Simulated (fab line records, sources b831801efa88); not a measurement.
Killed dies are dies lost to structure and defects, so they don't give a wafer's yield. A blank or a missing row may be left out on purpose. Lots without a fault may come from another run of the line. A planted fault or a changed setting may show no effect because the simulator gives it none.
Split-lot experiment | flow sky130 | 5 lots, 23 wafers read, on a route of 708 steps

THE SPLIT
At SKY_POLY_GATE_ETCH_16 (etches Si3N4 in CH3F/O2, stops on poly-Si, time 147.5 s, target depth 75 nm), the setting time_s was moved away from the recipe's 147.5 s on 5 of the 23 wafers read, by -14.8% to -14.0%. The other wafers ran this setting at the recipe's value.

The reading is taken at the split's own step.

THE READING
oes_product_au, in a.u., at SKY_POLY_GATE_ETCH_16 (etches Si3N4 in CH3F/O2, stops on poly-Si, time 147.5 s, target depth 75 nm). Fault-free wafers of this fab line usually give 0.640 a.u., standard deviation 0.0044 a.u..

wafer  | tool, chamber at the split | time_s as run, s | against the recipe | oes_product_au, a.u. | against lot-mates on the recipe
L074.2 | rie_diel-03, 2             | 147.5            | recipe             | 0.638                | -
L074.3 | rie_diel-03, 0             | 125.7            | -14.8%             | 0.689                | +0.050
L074.4 | rie_diel-03, 2             | 125.7            | -14.8%             | 0.689                | +0.050
L074.5 | rie_diel-03, 0             | 125.7            | -14.8%             | 0.693                | +0.054
L074.6 | rie_diel-03, 1             | 147.5            | recipe             | 0.639                | -
L078.1 | rie_diel-03, 3             | 147.5            | recipe             | 0.647                | -
L078.3 | rie_diel-03, 2             | 147.5            | recipe             | 0.642                | -
L078.4 | rie_diel-03, 1             | 147.5            | recipe             | 0.645                | -
L080.1 | rie_diel-03, 1             | 147.5            | recipe             | 0.640                | -
L080.3 | rie_diel-03, 0             | 147.5            | recipe             | 0.633                | -
L080.4 | rie_diel-03, 3             | 147.5            | recipe             | 0.639                | -
L080.5 | rie_diel-03, 3             | 147.5            | recipe             | 0.635                | -
L080.6 | rie_diel-03, 0             | 147.5            | recipe             | 0.645                | -
L082.1 | rie_diel-03, 3             | 147.5            | recipe             | 0.640                | -
L082.2 | rie_diel-03, 0             | 126.8            | -14.0%             | 0.692                | +0.048
L082.3 | rie_diel-03, 1             | 126.8            | -14.0%             | 0.683                | +0.039
L082.4 | rie_diel-03, 2             | 147.5            | recipe             | 0.646                | -
L082.6 | rie_diel-03, 2             | 147.5            | recipe             | 0.645                | -
L083.1 | rie_diel-01, 3             | 147.5            | recipe             | 0.648                | -
L083.2 | rie_diel-01, 1             | 147.5            | recipe             | 0.640                | -
L083.3 | rie_diel-01, 0             | 147.5            | recipe             | 0.637                | -
L083.4 | rie_diel-01, 0             | 147.5            | recipe             | 0.639                | -
L083.6 | rie_diel-01, 1             | 147.5            | recipe             | 0.639                | -

THE FIT
A straight line over all 23 wafers: oes_product_au changes by -0.00333 a.u. for each +1% of time_s; r = -0.98; the points scatter about the line by 0.0041 a.u..
The same after taking each lot's own level away (the mean of its wafers on the recipe; 23 wafers): -0.00336 a.u. for each +1%; r = -0.99; scatter 0.0037 a.u..
On that fit, the largest move of time_s shifts the reading by 0.05 a.u..
The lots' own levels span 0.6384 to 0.6447 a.u., that is 1.4 times the standard deviation above.
So the lot-to-lot level changes the slope little: the two slopes agree.
Check: with one of the wafers moved furthest among these (-14.8%) left out of the fit, the line predicts +0.0495 a.u. for it against its lot-mates. It came out at +0.0505 a.u. against them.
Tool readings at the split's step, against how far the setting was moved: oes_product_au r = -0.98.

OTHER SPLITS ON THESE WAFERS
These wafers also went through other splits before the reading. Each is held against what the fit with the lots' levels taken away leaves over:
other split on the same wafers      | wafers away from the commonest value | r with oes_product_au (lot level and that fit taken away)
SKY_SONOS_ONO_DEVELOP_12 dev_temp_c | 6                                    | -0.18
SKY_POLY_GATE_COAT_07 spin_rpm      | 5                                    | +0.08

THE WHOLE CHAIN: every reading that the file lists as answering this split, in the file's order
step                   | what it does                                                                | reading                                                                                | change (the file's fit)                   | r (the file's)
SKY_POLY_GATE_ETCH_16  | etches Si3N4 in CH3F/O2, stops on poly-Si, time 147.5 s, target depth 75 nm | oes_product_au                                                                         | -0.00333 a.u. for each +1% of the setting | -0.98
SKY_POLY_GATE_ETCH_16  | etches Si3N4 in CH3F/O2, stops on poly-Si, time 147.5 s, target depth 75 nm | KrF-thick_of_POLY_GATE_COAT_08.thk_nm (the simulator's own value, which no gauge read) | -1.05 nm for each +1% of the setting      | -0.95
SKY_POLY_GATE_ETCH_17  | etches poly-Si in HBr/Cl2, stops on SiO2, target depth 180 nm, time 69.55 s | KrF-thick_of_POLY_GATE_COAT_08.thk_nm (the simulator's own value, which no gauge read) | -0.971 nm for each +1% of the setting     | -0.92
SKY_POLY_GATE_STRIP_18 | strips in O2/N2                                                             | strip_time_to_endpoint_s                                                               | withheld for each +1% of the setting      | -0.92

THE FILE'S OWN FIT
oes_product_au changes by -0.00333 a.u. for each +1% of time_s, r = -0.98.
